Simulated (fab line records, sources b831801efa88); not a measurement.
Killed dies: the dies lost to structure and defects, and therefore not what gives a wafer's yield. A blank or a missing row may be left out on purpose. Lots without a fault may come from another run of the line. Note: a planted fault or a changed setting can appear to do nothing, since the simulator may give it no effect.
2 desks, one fault -- flow sky130 -- only its own numbers are on each desk; what lay behind them is given at the end

## FOR THE TOOL OWNER'S DESK: cvd w-01
The tool's own readings at SKY_VIA3_CVD_21 (deposits W, target thk 390 nm, time 117.31 s): means of the sampled wafers that have a number, for each lot that ran on this tool. If a lot's mean is further than 4 standard deviations from the usual mean, the lot is out of limits and carries the mark OUT (the distance appears in the brackets).
Columns: A = chamber pressure Torr at SKY_VIA3_CVD_21, usual 40.02 Torr; B = heater power w at SKY_VIA3_CVD_21, usual 831 W
lot,first seen here,A,B
L694,day 40 04:09,40.06,820
L695,day 40 14:29,35.93 (-49) OUT,813
L698,day 41 23:25,37.94 (-25) OUT,832
L707,day 44 09:08,40.00,816
L711,day 45 03:56,40.04,825
L714,day 46 00:43,40.06,824
Finding of this desk: L695, L698 out of limits; the first was L695 at day 40 14:29, on chamber pressure Torr at SKY_VIA3_CVD_21. Within limits: L694, L707, L711, L714.

## FROM THE METROLOGY DESK
What the gauges read for every lot (on any tool): the sampled wafers with a number, averaged. If a lot's mean is further than 4 standard deviations from the usual mean, the lot is out of limits and carries the mark OUT (the distance appears in the brackets).
Columns: A = LI_CONTACT_HDPCVD_THK at SKY_LI_CONTACT_THK_MEAS_01, usual 931 nm; B = VIA3_W_RS at SKY_VIA3_RS_MEAS_22, usual 0.294 ohm/sq; C = VIA3_W_THK at SKY_VIA3_THK_MEAS_23, usual 404 nm
lot,first seen here,A,B,C
L694,day 28 08:08,931,0.292,404
L695,day 28 22:23,926,0.304,397
L698,day 30 12:43,937,0.308,388
L704,day 32 01:40,933,0.291,409
L706,day 33 03:33,928,0.296,401
L707,day 33 08:01,935,0.296,394
L710,day 34 05:04,934,0.291,408
L711,day 34 09:26,938,0.294,405
L712,day 34 10:20,925,0.298,398
L714,day 35 07:29,917,0.294,409
Finding of this desk: none of the 10 lots has anything out of limits.

## ALL TOGETHER
The tool owner's desk had the chance to raise an alarm at day 40 14:29 on L695, L698.
Nothing out of limits was seen by the metrology desk.
The metrology desk has L695, L698 on record, within its limits.
All the named lots went through SKY_VIA3_CVD_21 on cvd w-01.

## WHAT THE SIMULATOR HAD INSERTED
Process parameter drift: cvd w-01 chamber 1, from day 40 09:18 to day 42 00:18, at SKY_VIA3_CVD_21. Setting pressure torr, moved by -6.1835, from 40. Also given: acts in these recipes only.
Lots struck among those shown: L695, L698.
Each desk's first reading out of limits, in hours after the fault started: the tool owner's desk, 5.
